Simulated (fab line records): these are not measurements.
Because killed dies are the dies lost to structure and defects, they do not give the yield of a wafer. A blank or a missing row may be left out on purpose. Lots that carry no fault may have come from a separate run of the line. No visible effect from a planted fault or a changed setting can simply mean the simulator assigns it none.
Chamber matching ; flow gf180mcu ; rie diel-02 running GF_M5_ETCH_09: 4 sister chambers
The step etches Si3N4 in CF4/O2, target depth 52 nm, time 11.6 s. 24 wafers are shown with their chamber, then 12 later ones without.

== WAFERS, EACH WITH ITS CHAMBER ==
wafer;chamber;drypump motor current A (A);cf4 flow sccm (sccm);oes product au (a.u.)
L074.1;0;5.7;79.72;1.006
L074.4;2;5.9;80.11;1.005
L074.6;2;5.9;79.83;1.006
L076.2;1;5.5;79.97;0.998
L076.3;2;5.8;79.98;0.996
L076.4;3;5.2;80.00;1.002
L079.2;3;5.2;79.52;1.015
L079.5;2;5.8;79.83;1.000
L079.6;3;5.2;79.38;1.015
L082.3;3;5.1;80.36;0.992
L082.4;2;5.8;79.53;0.993
L082.5;0;5.7;80.15;1.000
L084.4;2;5.8;80.13;1.009
L084.5;1;5.5;80.51;1.002
L084.6;3;5.1;79.77;1.002
L085.1;0;5.7;80.56;1.006
L085.2;2;5.9;79.67;1.007
L085.4;2;5.9;79.80;1.015
L087.1;3;5.2;79.64;1.001
L087.4;1;5.5;80.21;0.998
L087.5;3;5.2;79.92;1.006
L089.1;1;5.5;79.73;0.998
L089.2;3;5.2;79.65;1.004
L089.3;1;5.6;79.92;1.007

SIGNATURES (averages over the wafers above)
reading;chamber 0;chamber 1;chamber 2;chamber 3;scatter within a chamber
drypump motor current A;5.700;5.520;5.850;5.175;0.0464
cf4 flow sccm;80.1433;80.0680;79.8600;79.7800;0.29
oes product au;1.00400;1.00060;1.00387;1.00462;0.00653
Rule: a wafer's distance from a chamber is the root of the sum, over the readings, of the square of ((its reading less the chamber's mean) divided by the reading's scatter). The wafer belongs to the nearest chamber; if the next one is less than 2 further off, it can't be placed. The scatter: the root of (the sum of the squares of (reading less its chamber's mean) over the shown wafers, divided by (wafers less chambers)).

== WAFERS WITHOUT THEIR CHAMBER ==
wafer;drypump motor current A (A);cf4 flow sccm (sccm);oes product au (a.u.)
L091.1;5.7;80.15;1.002
L091.3;5.5;80.15;0.988
L091.4;5.7;79.98;1.003
L092.4;5.7;80.07;1.002
L092.5;5.2;80.02;0.998
L092.6;5.5;79.98;1.000
L094.1;5.2;80.35;1.009
L094.2;5.7;80.21;1.009
L094.3;5.9;80.26;1.006
L097.1;5.2;80.13;1.007
L097.3;5.7;80.19;1.003
L097.6;5.8;79.99;1.010

== CHAMBER TAKEN BY EACH ==
wafer;from the rows above;in truth
L091.1;0;0
L091.3;1;1
L091.4;0;0
L092.4;0;0
L092.5;3;3
L092.6;1;1
L094.1;3;3
L094.2;0;0
L094.3;2;2
L097.1;3;3
L097.3;0;0
L097.6;can't be placed: 2 or 0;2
Placed correctly: 11 of 12. Can't be placed from these rows: 1 (the true chamber is among the candidates in 1). Wrongly placed: 0.
